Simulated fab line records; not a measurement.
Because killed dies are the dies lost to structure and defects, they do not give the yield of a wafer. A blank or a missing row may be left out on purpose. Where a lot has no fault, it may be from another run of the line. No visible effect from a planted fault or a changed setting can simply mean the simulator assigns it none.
What tool caused it? / flow sky130 / 45 wafers from 15 lots sampled at 3 of the route's 708 steps

## WHAT THE GAUGES SHOWED, per wafer
SKY_SONOS_ONO_THK_MEAS_05. Usual: SONOS_ONO_CVD_04_THK gives 5.75 nm (standard deviation 0.095).
lot=L755; measured=day 11 10:27; on=filmMetro-04; SONOS_ONO_CVD_04_THK (nm)=5.65 5.63 5.60; flag=
lot=L756; measured=day 11 22:04; on=filmMetro-03; SONOS_ONO_CVD_04_THK (nm)=5.73 5.74 5.63; flag=
lot=L757; measured=day 12 05:59; on=filmMetro-01; SONOS_ONO_CVD_04_THK (nm)=5.80 5.76 5.88; flag=
lot=L759; measured=day 13 04:58; on=filmMetro-03; SONOS_ONO_CVD_04_THK (nm)=5.78 5.70 5.67; flag=
lot=L761; measured=day 13 16:20; on=filmMetro-01; SONOS_ONO_CVD_04_THK (nm)=5.81 5.86 5.81; flag=
lot=L762; measured=day 13 21:43; on=filmMetro-03; SONOS_ONO_CVD_04_THK (nm)=5.73 5.72 5.76; flag=
lot=L763; measured=day 14 10:23; on=filmMetro-01; SONOS_ONO_CVD_04_THK (nm)=5.62 5.64 5.60; flag=
lot=L764; measured=day 14 11:40; on=filmMetro-03; SONOS_ONO_CVD_04_THK (nm)=5.66 5.81 5.79; flag=
lot=L766; measured=day 14 18:26; on=filmMetro-04; SONOS_ONO_CVD_04_THK (nm)=5.69 5.69 5.80; flag=
lot=L769; measured=day 15 21:51; on=filmMetro-03; SONOS_ONO_CVD_04_THK (nm)=5.88 5.85 5.94; flag=
lot=L770; measured=day 16 10:44; on=filmMetro-03; SONOS_ONO_CVD_04_THK (nm)=5.96 5.83 5.91; flag=
lot=L771; measured=day 16 23:37; on=filmMetro-04; SONOS_ONO_CVD_04_THK (nm)=5.70 5.69 5.67; flag=
lot=L776; measured=day 18 12:17; on=filmMetro-01; SONOS_ONO_CVD_04_THK (nm)=5.95 5.77 5.85; flag=
lot=L777; measured=day 18 21:02; on=filmMetro-01; SONOS_ONO_CVD_04_THK (nm)=5.59 5.58 5.66; flag=
lot=L778; measured=day 19 04:37; on=filmMetro-04; SONOS_ONO_CVD_04_THK (nm)=5.73 5.70 5.63; flag=

SKY_VIA1_RS_MEAS_22: measurement is done with a four-point probe. Usual: VIA1_W_RS gives 0.426 ohm/sq (standard deviation 0.0069).
lot=L755; measured=day 34 05:13; on=filmMetro-03; VIA1_W_RS (ohm/sq)=0.425 0.425 0.433; flag=
lot=L756; measured=day 34 11:46; on=filmMetro-03; VIA1_W_RS (ohm/sq)=0.429 0.432 0.426; flag=
lot=L757; measured=day 34 11:50; on=filmMetro-01; VIA1_W_RS (ohm/sq)=0.428 0.432 0.410; flag=
lot=L759; measured=day 35 10:18; on=filmMetro-01; VIA1_W_RS (ohm/sq)=0.419 0.431 0.422; flag=
lot=L761; measured=day 35 23:37; on=filmMetro-02; VIA1_W_RS (ohm/sq)=0.417 0.421 0.420; flag=
lot=L762; measured=day 36 03:35; on=filmMetro-01; VIA1_W_RS (ohm/sq)=0.425 0.426 0.423; flag=
lot=L763; measured=day 36 14:47; on=filmMetro-02; VIA1_W_RS (ohm/sq)=0.429 0.436 0.435; flag=
lot=L764; measured=day 36 22:01; on=filmMetro-02; VIA1_W_RS (ohm/sq)=0.423 0.423 0.428; flag=
lot=L766; measured=day 37 05:20; on=filmMetro-02; VIA1_W_RS (ohm/sq)=0.429 0.431 0.428; flag=
lot=L769; measured=day 38 02:31; on=filmMetro-02; VIA1_W_RS (ohm/sq)=0.419 0.429 0.432; flag=
lot=L770; measured=day 38 13:17; on=filmMetro-03; VIA1_W_RS (ohm/sq)=0.413 0.412 0.420; flag=
lot=L771; measured=day 39 00:28; on=filmMetro-02; VIA1_W_RS (ohm/sq)=0.432 0.434 0.433; flag=
lot=L776; measured=day 40 10:44; on=filmMetro-01; VIA1_W_RS (ohm/sq)=0.413 0.419 0.431; flag=
lot=L777; measured=day 40 17:37; on=filmMetro-01; VIA1_W_RS (ohm/sq)=0.411 0.426 0.423; flag=
lot=L778; measured=day 40 23:32; on=filmMetro-02; VIA1_W_RS (ohm/sq)=0.431 0.427 0.427; flag=

## WHICH TOOL RAN EACH LOT (tool, then ch and the chambers of the sampled wafers, then the start)
lot=L755; SKY_VT_ADJUST_NCORE_DEVELOP_06=lithoTrack-01 ch 0, day 8 10:53
lot=L756; SKY_VT_ADJUST_NCORE_DEVELOP_06=lithoTrack-04 ch 0, day 8 21:12
lot=L757; SKY_VT_ADJUST_NCORE_DEVELOP_06=lithoTrack-01 ch 0, day 9 04:03
lot=L759; SKY_VT_ADJUST_NCORE_DEVELOP_06=lithoTrack-04 ch 0, day 9 17:10
lot=L761; SKY_VT_ADJUST_NCORE_DEVELOP_06=lithoTrack-04 ch 0, day 10 05:30
lot=L762; SKY_VT_ADJUST_NCORE_DEVELOP_06=lithoTrack-01 ch 0, day 10 13:23
lot=L763; SKY_VT_ADJUST_NCORE_DEVELOP_06=lithoTrack-02 ch 0, day 10 21:33
lot=L764; SKY_VT_ADJUST_NCORE_DEVELOP_06=lithoTrack-04 ch 0, day 11 06:03
lot=L766; SKY_VT_ADJUST_NCORE_DEVELOP_06=lithoTrack-01 ch 0, day 11 15:14
lot=L769; SKY_VT_ADJUST_NCORE_DEVELOP_06=lithoTrack-02, day 12 12:30
lot=L770; SKY_VT_ADJUST_NCORE_DEVELOP_06=lithoTrack-04, day 12 21:27
lot=L771; SKY_VT_ADJUST_NCORE_DEVELOP_06=lithoTrack-02, day 13 09:12
lot=L776; SKY_VT_ADJUST_NCORE_DEVELOP_06=lithoTrack-02 ch 0, day 14 14:45
lot=L777; SKY_VT_ADJUST_NCORE_DEVELOP_06=lithoTrack-02 ch 0, day 14 23:57
lot=L778; SKY_VT_ADJUST_NCORE_DEVELOP_06=lithoTrack-01 ch 0, day 15 05:41
- SKY_VT_ADJUST_NCORE_DEVELOP_06: develop time 60 s.

## AS READ BY THE TOOLS THEMSELVES (means over the sampled wafers that have a number; for cases with no such wafer, the mark the record gives instead)
SKY_VT_ADJUST_NCORE_DEVELOP_06. Usual: chillPlateTempC 22.96 C, standard deviation 0.11; developerTempC 22.98 C, standard deviation 0.11.
lot=L755; tool=lithoTrack-01; chillPlateTempC (C)=23.03; developerTempC (C)=23.13; flag=
lot=L756; tool=lithoTrack-04; chillPlateTempC (C)=22.98; developerTempC (C)=22.95; flag=
lot=L757; tool=lithoTrack-01; chillPlateTempC (C)=22.97; developerTempC (C)=23.02; flag=
lot=L759; tool=lithoTrack-04; chillPlateTempC (C)=22.83; developerTempC (C)=23.05; flag=
lot=L761; tool=lithoTrack-04; chillPlateTempC (C)=22.99; developerTempC (C)=22.89; flag=
lot=L762; tool=lithoTrack-01; chillPlateTempC (C)=22.99; developerTempC (C)=23.12; flag=
lot=L763; tool=lithoTrack-02; chillPlateTempC (C)=22.86; developerTempC (C)=22.91; flag=
lot=L764; tool=lithoTrack-04; chillPlateTempC (C)=23.05; developerTempC (C)=23.02; flag=
lot=L766; tool=lithoTrack-01; chillPlateTempC (C)=22.94; developerTempC (C)=22.90; flag=
lot=L769; tool=lithoTrack-02; chillPlateTempC (C)=-; developerTempC (C)=-; flag=OFF
lot=L770; tool=lithoTrack-04; chillPlateTempC (C)=-; developerTempC (C)=-; flag=OFF
lot=L771; tool=lithoTrack-02; chillPlateTempC (C)=-; developerTempC (C)=-; flag=OFF
lot=L776; tool=lithoTrack-02; chillPlateTempC (C)=22.94; developerTempC (C)=22.86; flag=
lot=L777; tool=lithoTrack-02; chillPlateTempC (C)=22.89; developerTempC (C)=22.90; flag=
lot=L778; tool=lithoTrack-01; chillPlateTempC (C)=23.02; developerTempC (C)=22.93; flag=

## THE ANSWER, worked out from the rows above alone
Rule: lot off if the mean of its wafers having a number is beyond 3 standard deviations from the usual mean. A lot without any number at a reading at which 4 lots or more have one is off too. Where the step has rows for the other lots, those lots are counted as sound. After the gauges, taken in route order, come the tools' own readings; for these a lot's mean is taken, as printed above. The first step at which some lot is off is used, and at that step the reading that is off furthest; a lot without a number counts as furthest.
Off at SKY_VT_ADJUST_NCORE_DEVELOP_06 (chillPlateTempC): L769, L770, L771. Without a number there: L769, L770, L771.
A tool fits if, at that step or a process step before it, it ran every lot that is off, and no sound lot after the first of them. No candidate that was tried fits.

## WHAT THE SIMULATOR PUT IN
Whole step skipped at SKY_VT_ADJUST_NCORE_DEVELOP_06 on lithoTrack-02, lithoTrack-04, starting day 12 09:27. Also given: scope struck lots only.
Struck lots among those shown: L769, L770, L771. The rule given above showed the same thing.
